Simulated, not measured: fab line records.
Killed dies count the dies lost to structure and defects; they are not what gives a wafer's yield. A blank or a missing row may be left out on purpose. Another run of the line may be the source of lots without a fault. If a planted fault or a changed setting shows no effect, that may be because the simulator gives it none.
Chamber matching || flow gf180mcu || cmp-02 running GF_V4_CMP_04: 4 sister chambers
The step polishes SiO2. 8 wafers are shown with their chamber, then 10 later ones without.

## WAFERS, EACH WITH ITS CHAMBER
{"wafer": "L081.3", "chamber": 1, "motor-current-A (A)": 13.9, "time-to-endpoint-s (s)": 82}
{"wafer": "L081.4", "chamber": 0, "motor-current-A (A)": 13.4, "time-to-endpoint-s (s)": 77}
{"wafer": "L082.5", "chamber": 1, "motor-current-A (A)": 13.3, "time-to-endpoint-s (s)": 90}
{"wafer": "L082.6", "chamber": 2, "motor-current-A (A)": 10.1, "time-to-endpoint-s (s)": 80}
{"wafer": "L083.3", "chamber": 0, "motor-current-A (A)": 12.8, "time-to-endpoint-s (s)": 76}
{"wafer": "L083.6", "chamber": 3, "motor-current-A (A)": 12.4, "time-to-endpoint-s (s)": 84}
{"wafer": "L088.2", "chamber": 2, "motor-current-A (A)": 10.1, "time-to-endpoint-s (s)": 64}
{"wafer": "L088.5", "chamber": 3, "motor-current-A (A)": 11.7, "time-to-endpoint-s (s)": 87}

## WAFERS WITHOUT THEIR CHAMBER
{"wafer": "L088.6", "motor-current-A (A)": 12.7, "time-to-endpoint-s (s)": 84}
{"wafer": "L090.2", "motor-current-A (A)": 13.7, "time-to-endpoint-s (s)": 86}
{"wafer": "L090.3", "motor-current-A (A)": 10.8, "time-to-endpoint-s (s)": 69}
{"wafer": "L090.4", "motor-current-A (A)": 11.9, "time-to-endpoint-s (s)": 83}
{"wafer": "L095.2", "motor-current-A (A)": 14.6, "time-to-endpoint-s (s)": 88}
{"wafer": "L095.3", "motor-current-A (A)": 12.9, "time-to-endpoint-s (s)": 82}
{"wafer": "L095.4", "motor-current-A (A)": 9.7, "time-to-endpoint-s (s)": 73}
{"wafer": "L096.3", "motor-current-A (A)": 13.1, "time-to-endpoint-s (s)": 75}
{"wafer": "L096.4", "motor-current-A (A)": 12.2, "time-to-endpoint-s (s)": 84}
{"wafer": "L096.5", "motor-current-A (A)": 12.0, "time-to-endpoint-s (s)": 80}

## CHAMBER TAKEN BY EACH
{"wafer": "L088.6", "from the rows above": "can't be placed: 0 or 3 or 1", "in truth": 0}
{"wafer": "L090.2", "from the rows above": "can't be placed: 1 or 0", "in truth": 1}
{"wafer": "L090.3", "from the rows above": 2, "in truth": 2}
{"wafer": "L090.4", "from the rows above": 3, "in truth": 3}
{"wafer": "L095.2", "from the rows above": "can't be placed: 1 or 0", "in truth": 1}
{"wafer": "L095.3", "from the rows above": "can't be placed: 0 or 1 or 3", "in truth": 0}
{"wafer": "L095.4", "from the rows above": 2, "in truth": 2}
{"wafer": "L096.3", "from the rows above": "can't be placed: 0 or 1", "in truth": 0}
{"wafer": "L096.4", "from the rows above": 3, "in truth": 3}
{"wafer": "L096.5", "from the rows above": 3, "in truth": 3}
5 of 10 placed correctly. These rows do not allow placing 5 (true chamber among the candidates in 5). 0 placed wrongly.
How it was worked out, from the rows above alone: a wafer's distance from a chamber is the root of the sum, over the readings, of the square of ((its reading less the chamber's mean) divided by the reading's scatter). The wafer belongs to the nearest chamber; if the next one is less than 2 further off, it can't be placed. The mean given for a chamber averages the wafers shown for that chamber. The scatter is the square root of a quotient: the sum, over the shown wafers, of each reading's squared deviation from its chamber's mean, divided by wafers minus chambers.
